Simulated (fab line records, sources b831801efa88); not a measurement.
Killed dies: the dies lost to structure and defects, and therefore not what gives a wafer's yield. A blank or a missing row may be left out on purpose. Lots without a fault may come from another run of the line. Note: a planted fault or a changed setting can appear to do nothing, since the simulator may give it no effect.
fab line records	flow gf180mcu
[record] lots = 11	wafers = 33	last_day = 34
route steps=602 shown STI@1 LVPWELL@62 HV_LDD@186
lots that met no fault: taken from a fault-free run of the same line
start_h: the number of hours between the record's first day and the start of the first shown wafer of the lot	wait_h: hours elapsed since this lot's preceding step	" unchanged from the row above	L1.1+2: one row covering several wafers at once	- no value present, or no start provided	* or withheld: withheld	< > ~ a bound
route shown NAME@n: NAME is a module with steps in the file, n the number in the route of the first one	usual: mean/standard deviation taken from wafers without a fault	same: alike in all rows	chamber/n: place in a boat	sites: readings site by site	_std_site: the values' standard deviation	_edge_site: mean of outer sites minus mean of inner sites	radius_mm: how far each site lies from the wafer's centre	mask NAME#n: copy n	behind: the last tool/chamber to shape the wafer	hold: cause of the lot's hold/its duration in hours/its outcome	device: names the non-switching transistor (n, p or np)	end of line: the tests these same wafers got at the end of their route	for a step that has no rows: nothing shown but its recipe	killed: the dies lost at the first sort to structure and to defects; this is not the yield of the wafer	map: a wafer's dies, marking killed ones x, the rest . and places with no die _
set.NAME: the setting as run; set.NAME@STEP: as run at that earlier step	model.NAME: the simulator's own value behind a step, which no gauge read
a sample of lots followed through the steps of the route, with each step as a table and each wafer as a row
services: the hour from which a tool's chamber was out of use, counted from the record's first day as start_h (under 0 if before that day), plus the number of hours and why
[[steps]]
[step GF_STI_BOW_MEAS_00]
[recipe] mode = bow
[usual] INCOMING_BOW = 0/6.2
lot.wafer	tool	chamber	start_h	wait_h	INCOMING_BOW[um]
L392.2	film_metro-02	-	20.02	-	9
L392.4	"	-	"	"	3
L392.6	"	-	"	"	-12
L395.1	film_metro-02	-	35.00	-	-2
L395.2	"	-	"	"	1
L395.4	"	-	"	"	-2
L397.1	film_metro-01	-	45.00	-	4
L397.2	"	-	"	"	2
L397.4	"	-	"	"	-7
L398.1	film_metro-02	-	50.00	-	-3
L398.2	"	-	"	"	10
L398.5	"	-	"	"	2
L400.2	film_metro-03	-	60.02	-	9
L400.4	"	-	"	"	11
L400.6	"	-	"	"	-1
L401.2	film_metro-01	-	65.02	-	1
L401.4	"	-	"	"	1
L401.5	"	-	"	"	-10
L406.1	film_metro-01	-	90.00	-	-8
L406.2	"	-	"	"	12
L406.3	"	-	"	"	3
L407.2	film_metro-03	-	95.02	-	-3
L407.3	"	-	"	"	-3
L407.5	"	-	"	"	-3
L411.1	film_metro-03	-	115.00	-	4
L411.3	"	-	"	"	6
L411.6	"	-	"	"	-2
L412.1	film_metro-02	-	120.00	-	-9
L412.3	"	-	"	"	-5
L412.6	"	-	"	"	-5
L413.1	film_metro-03	-	125.00	-	4
L413.4	"	-	"	"	0
L413.6	"	-	"	"	7
[step GF_LVPWELL_IMPLANT_08]
[recipe] species = B	energy_kev = 170	dose_cm2 = 1.5e+13	tilt_deg = 0
[usual] dose_ions_cm2 = 1.4999e+13/1.6e+10	faraday_current_uA = 84.7/1.7
lot.wafer	tool	chamber	start_h	wait_h	dose_ions_cm2	faraday_current_uA
L392.2	implanter-04	0	78.66	0.0	1.5e+13	85.2
L392.4	"	0	"	"	1.4991e+13	85.7
L392.6	"	0	"	"	1.4987e+13	84.0
L395.1	implanter-04	0	97.04	0.0	1.4967e+13	85.8
L395.2	"	0	"	"	1.4979e+13	84.8
L395.4	"	0	"	"	1.4999e+13	83.4
L397.1	implanter-04	0	107.34	0.0	1.4996e+13	83.2
L397.2	"	0	"	"	1.4993e+13	86.5
L397.4	"	0	"	"	1.5009e+13	86.0
L398.1	implanter-03	0	112.69	0.0	1.4991e+13	86.3
L398.2	"	0	"	"	1.5025e+13	83.5
L398.5	"	0	"	"	1.4985e+13	87.9
L400.2	implanter-04	0	123.13	0.0	1.5016e+13	85.6
L400.4	"	0	"	"	1.5001e+13	84.4
L400.6	"	0	"	"	1.4991e+13	86.2
L401.2	implanter-03	0	130.98	0.0	1.4991e+13	86.9
L401.4	"	0	"	"	1.5017e+13	84.9
L401.5	"	0	"	"	1.4997e+13	83.8
L406.1	implanter-02	0	157.21	0.0	1.4989e+13	86.2
L406.2	"	0	"	"	1.5001e+13	87.5
L406.3	"	0	"	"	1.4999e+13	82.7
L407.2	implanter-04	0	164.72	0.0	2.9143e+13	160.2
L407.3	"	0	"	"	2.9146e+13	170.0
L407.5	"	0	"	"	2.9159e+13	169.3
L411.1	implanter-04	0	186.74	0.0	2.9144e+13	162.9
L411.3	"	0	"	"	2.9149e+13	165.0
L411.6	"	0	"	"	2.9154e+13	165.0
L412.1	implanter-03	0	192.59	0.0	1.4977e+13	84.3
L412.3	"	0	"	"	1.501e+13	85.1
L412.6	"	0	"	"	1.4995e+13	83.5
L413.1	implanter-03	0	197.44	0.0	1.5011e+13	84.4
L413.4	"	0	"	"	1.4993e+13	86.6
L413.6	"	0	"	"	1.5017e+13	81.6
[step GF_LVPWELL_STRIP_10]
[recipe] chemistry = O2/N2	power_w = 1400	pressure_mtorr = 1500	platen_temp_c = 250	o2_flow_sccm = 3000	n2_flow_sccm = 300	overash_fraction = 0.5
[usual] drypump_motor_current_A = 6.17/0.27	heater_power_w = 313/46	oes_product_au = 0.722/0.0043	platen_temp_c = 250.00/0.18	strip_time_to_endpoint_s = 36.95/0.095
lot.wafer	tool	chamber	start_h	wait_h	drypump_motor_current_A	heater_power_w	oes_product_au	platen_temp_c	rf_hours_counter_h	strip_time_to_endpoint_s
L392.2	plasma_asher-04	0	78.94	0.1	5.77	421	0.722	250.00	42	37.09
L392.4	"	0	"	"	5.77	420	0.723	250.27	-	37.11
L392.6	"	1	"	"	5.88	279	0.711	250.05	-	37.15
L395.1	plasma_asher-01	0	97.34	0.1	6.11	341	0.718	250.25	46	37.08
L395.2	"	1	"	"	6.10	270	0.722	249.91	46	37.13
L395.4	"	1	"	"	6.09	279	0.722	250.13	-	37.02
L397.1	plasma_asher-04	0	107.64	0.1	5.77	420	0.729	249.76	45	37.04
L397.2	"	1	"	"	5.91	287	0.727	250.23	45	37.00
L397.4	"	0	"	"	5.78	414	0.729	250.12	-	37.02
L398.1	plasma_asher-03	0	112.99	0.1	6.39	291	0.722	250.13	30	36.96
L398.2	"	1	"	"	6.65	300	0.721	249.62	30	36.93
L398.5	"	0	"	"	6.41	289	0.721	250.35	-	36.99
L400.2	plasma_asher-01	1	123.41	0.1	6.11	280	0.723	249.94	49	36.92
L400.4	"	1	"	"	6.11	274	0.719	249.83	-	36.97
L400.6	"	0	"	"	6.10	328	0.732	250.00	-	36.85
L401.2	plasma_asher-03	0	131.26	0.1	6.40	288	0.723	250.07	33	36.92
L401.4	"	1	"	"	6.58	301	0.720	249.91	-	36.98
L401.5	"	0	"	"	6.37	298	0.720	249.98	-	36.86
L406.1	plasma_asher-01	0	157.51	0.1	6.11	341	0.722	249.99	53	36.87
L406.2	"	1	"	"	6.11	276	0.727	250.00	53	36.97
L406.3	"	1	"	"	6.10	274	0.730	250.26	-	36.97
L407.2	plasma_asher-03	1	164.99	0.1	6.64	298	0.727	250.19	36	36.82
L407.3	"	0	"	"	6.42	290	0.723	250.21	-	36.94
L407.5	"	1	"	"	6.65	295	0.721	250.08	-	36.84
L411.1	plasma_asher-03	1	187.04	0.1	6.61	302	0.717	249.98	39	36.98
L411.3	"	1	"	"	6.60	292	0.722	249.87	-	37.00
L411.6	"	0	"	"	6.41	291	0.727	249.86	-	36.99
L412.1	plasma_asher-03	1	192.89	0.1	6.61	307	0.729	249.94	40	37.09
L412.3	"	1	"	"	6.61	297	0.717	249.94	-	37.12
L412.6	"	1	"	"	6.62	296	0.730	249.93	-	36.95
L413.1	plasma_asher-03	0	197.74	0.1	6.44	294	0.717	250.06	40	37.02
L413.4	"	0	"	"	6.41	287	0.718	249.84	-	36.92
L413.6	"	0	"	"	6.40	292	0.720	249.88	-	37.05
[step GF_LVPWELL_TW_MEAS_11]
[usual] LVPWELL_TW = 558/3.9
lot.wafer	tool	chamber	start_h	wait_h	LVPWELL_TW
L392.2	film_metro-04	-	79.05	0.1	562
L392.4	"	-	"	"	560
L392.6	"	-	"	"	565
L395.1	film_metro-04	-	97.44	0.1	561
L395.2	"	-	"	"	562
L395.4	"	-	"	"	560
L397.1	film_metro-02	-	107.74	0.1	556
L397.2	"	-	"	"	556
L397.4	"	-	"	"	558
L398.1	film_metro-01	-	113.18	0.2	559
L398.2	"	-	"	"	558
L398.5	"	-	"	"	558
L400.2	film_metro-04	-	123.52	0.1	562
L400.4	"	-	"	"	564
L400.6	"	-	"	"	559
L401.2	film_metro-04	-	131.37	0.1	562
L401.4	"	-	"	"	562
L401.5	"	-	"	"	562
L406.1	film_metro-02	-	157.61	0.1	557
L406.2	"	-	"	"	556
L406.3	"	-	"	"	557
L407.2	film_metro-04	-	165.10	0.1	669
L407.3	"	-	"	"	670
L407.5	"	-	"	"	667
L411.1	film_metro-02	-	187.14	0.1	659
L411.3	"	-	"	"	654
L411.6	"	-	"	"	657
L412.1	film_metro-04	-	192.99	0.1	560
L412.3	"	-	"	"	559
L412.6	"	-	"	"	557
L413.1	film_metro-04	-	197.84	0.1	559
L413.4	"	-	"	"	557
L413.6	"	-	"	"	556
[step GF_VT_IMPLANT_RS_MEAS_48]
[recipe] thk_meas_gauge = four-point-probe
[usual] LVPWELL_RS = 1197/3
lot.wafer	tool	chamber	start_h	wait_h	LVPWELL_RS[ohm/sq]
L392.2	film_metro-02	-	168.93	0.1	1201
L392.4	"	-	"	"	1198
L392.6	"	-	"	"	1196
L395.1	film_metro-01	-	190.17	0.1	1194
L395.2	"	-	"	"	1198
L395.4	"	-	"	"	1199
L397.1	film_metro-02	-	202.45	0.1	1200
L397.2	"	-	"	"	1205
L397.4	"	-	"	"	1197
L398.1	film_metro-02	-	208.39	0.1	1196
L398.2	"	-	"	"	1199
L398.5	"	-	"	"	1201
L400.2	film_metro-02	-	221.82	0.1	1198
L400.4	"	-	"	"	1194
L400.6	"	-	"	"	1194
L401.2	film_metro-01	-	230.24	0.1	1195
L401.4	"	-	"	"	1200
L401.5	"	-	"	"	1198
L406.1	film_metro-02	-	264.57	0.1	1198
L406.2	"	-	"	"	1197
L406.3	"	-	"	"	1197
L407.2	film_metro-01	-	273.51	0.1	852
L407.3	"	-	"	"	852
L407.5	"	-	"	"	852
L411.1	film_metro-01	-	296.89	0.1	853
L411.3	"	-	"	"	855
L411.6	"	-	"	"	853
L412.1	film_metro-01	-	305.47	0.1	1195
L412.3	"	-	"	"	1196
L412.6	"	-	"	"	1202
L413.1	film_metro-04	-	310.46	0.1	1196
L413.4	"	-	"	"	1195
L413.6	"	-	"	"	1195
[step GF_HV_LDD_STRIP_10]
[recipe] chemistry = O2/N2	power_w = 1400	pressure_mtorr = 1500	platen_temp_c = 250	o2_flow_sccm = 3000	n2_flow_sccm = 300	overash_fraction = 0.5
[usual] drypump_motor_current_A = 5.90/0.26	heater_power_w = 332/50	oes_product_au = 0.716/0.0044	platen_temp_c = 249.98/0.18	strip_time_to_endpoint_s = 12.63/0.039
lot.wafer	tool	chamber	start_h	wait_h	drypump_motor_current_A	heater_power_w	oes_product_au	platen_temp_c	rf_hours_counter_h	strip_time_to_endpoint_s
L392.2	plasma_asher-04	1	229.48	0.1	5.90	290	0.718	249.83	57	12.57
L392.4	"	1	"	"	5.89	289	0.722	249.82	-	12.58
L392.6	"	1	"	"	5.90	286	0.707	249.89	-	12.58
L395.1	plasma_asher-02	0	251.83	0.1	6.05	330	0.714	249.96	12	12.66
L395.2	"	1	"	"	5.30	363	0.721	250.09	12	12.66
L395.4	"	1	"	"	5.27	357	0.711	249.81	-	12.66
L397.1	plasma_asher-01	1	263.81	0.1	6.10	284	0.725	249.99	65	12.65
L397.2	"	0	"	"	6.12	330	0.719	250.19	65	12.61
L397.4	"	1	"	"	6.11	281	0.719	249.88	-	12.60
L398.1	plasma_asher-04	0	271.51	0.1	5.78	417	0.721	249.87	61	12.58
L398.2	"	1	"	"	5.91	284	0.711	249.95	61	12.58
L398.5	"	1	"	"	5.91	283	0.723	249.96	-	12.54
L400.2	plasma_asher-02	1	285.18	0.1	5.29	358	0.707	249.92	15	12.60
L400.4	"	0	"	"	6.08	328	0.711	250.13	-	12.65
L400.6	"	1	"	"	5.32	363	0.714	249.97	-	12.61
L401.2	plasma_asher-01	1	298.52	0.1	6.12	269	0.719	250.21	68	12.60
L401.4	"	0	"	"	6.09	333	0.718	250.15	-	12.62
L401.5	"	0	"	"	6.12	345	0.716	250.05	-	12.66
L406.1	plasma_asher-02	0	334.87	0.1	6.06	324	0.708	249.97	20	12.61
L406.2	"	1	"	"	5.27	363	0.712	249.86	20	12.60
L406.3	"	0	"	"	6.09	325	0.713	250.01	-	12.60
L407.2	plasma_asher-04	1	345.97	0.1	5.90	278	0.721	250.28	69	12.55
L407.3	"	0	"	"	5.78	418	0.717	250.08	-	12.61
L407.5	"	0	"	"	5.77	417	0.711	250.03	-	12.57
L411.1	plasma_asher-01	0	368.02	0.1	6.10	341	0.716	250.28	75	12.56
L411.3	"	1	"	"	6.10	274	0.717	249.86	-	12.62
L411.6	"	0	"	"	6.10	332	0.722	250.24	-	12.57
L412.1	plasma_asher-04	0	377.30	0.1	5.76	408	0.717	249.90	72	12.69
L412.3	"	1	"	"	5.91	289	0.722	249.99	-	12.68
L412.6	"	0	"	"	5.80	421	0.722	250.18	-	12.67
L413.1	plasma_asher-04	0	383.58	0.1	5.77	415	0.720	249.70	73	12.58
L413.4	"	1	"	"	5.92	280	0.723	249.87	-	12.61
L413.6	"	0	"	"	5.79	422	0.720	249.77	-	12.58
[[services]]
tool	chamber	start_h	hours	kind
plasma_asher-04	-	56.73	15.6	pm
plasma_asher-02	-	73.15	1.3	repair
plasma_asher-04	-	93.43	3.9	repair
plasma_asher-01	-	101.00	1.8	repair
plasma_asher-02	-	108.75	9.0	pm
plasma_asher-02	0	108.75	9.0	vent_cycle
plasma_asher-02	1	108.75	9.0	vent_cycle
plasma_asher-04	-	109.79	14.6	pm
plasma_asher-02	0	117.75	-	clean
plasma_asher-02	1	117.75	-	clean
implanter-03	-	125.36	5.2	repair
plasma_asher-03	-	126.86	0.8	repair
plasma_asher-02	-	171.07	15.6	pm
implanter-03	-	180.94	4.2	repair
plasma_asher-04	-	201.37	0.8	repair
plasma_asher-02	-	207.95	2.8	pm
implanter-03	-	219.82	7.9	repair
plasma_asher-02	-	222.97	3.9	repair
implanter-04	-	254.76	10.5	repair
plasma_asher-01	-	266.18	3.3	repair
implanter-02	-	291.25	5.2	repair
implanter-02	-	382.27	2.5	repair
implanter-04	-	383.06	1.4	repair
[[key]]
[first_sign] step = GF_LVPWELL_IMPLANT_08	reading = dose_ions_cm2	direction = up	sigmas = 99+	usual = 1.4999e+13	struck = 2.9149e+13
[effect] step = GF_LVPWELL_IMPLANT_08	reading = faraday_current_uA	direction = up	sigmas = 48	usual = 84.7	struck = 165.4
[effect] step = GF_LVPWELL_TW_MEAS_11	reading = LVPWELL_TW	direction = up	sigmas = 27	usual = 558	struck = 663
[effect] step = GF_VT_IMPLANT_RS_MEAS_48	reading = LVPWELL_RS	direction = down	sigmas = 99+	usual = 1197	struck = 853
met_at GF_LVPWELL_IMPLANT_08
struck_lots L407,L411
tester_left_out L407,L411
not_acting_at GF_STI_BOW_MEAS_00,GF_LVPWELL_STRIP_10,GF_HV_LDD_STRIP_10
onset_between 123.13 164.72
[fault] kind = process_parameter_drift	tool = implanter-04	chamber = -	onset_h = 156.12	steps = GF_LVPWELL_IMPLANT_08	channel = dose_cm2	offset = 1.4148e+13	shape = step	end_h = 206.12	acts_in = these_recipes_only	stated = 1.5e+13
// tester_left_out: of these lots the tester's yield and bins aren't shown, on N5 and GAA mostly nor the transistor test; their killed dies are dies lost to structure and defects alone, not to doping, threshold or leakage, so they don't give the yield
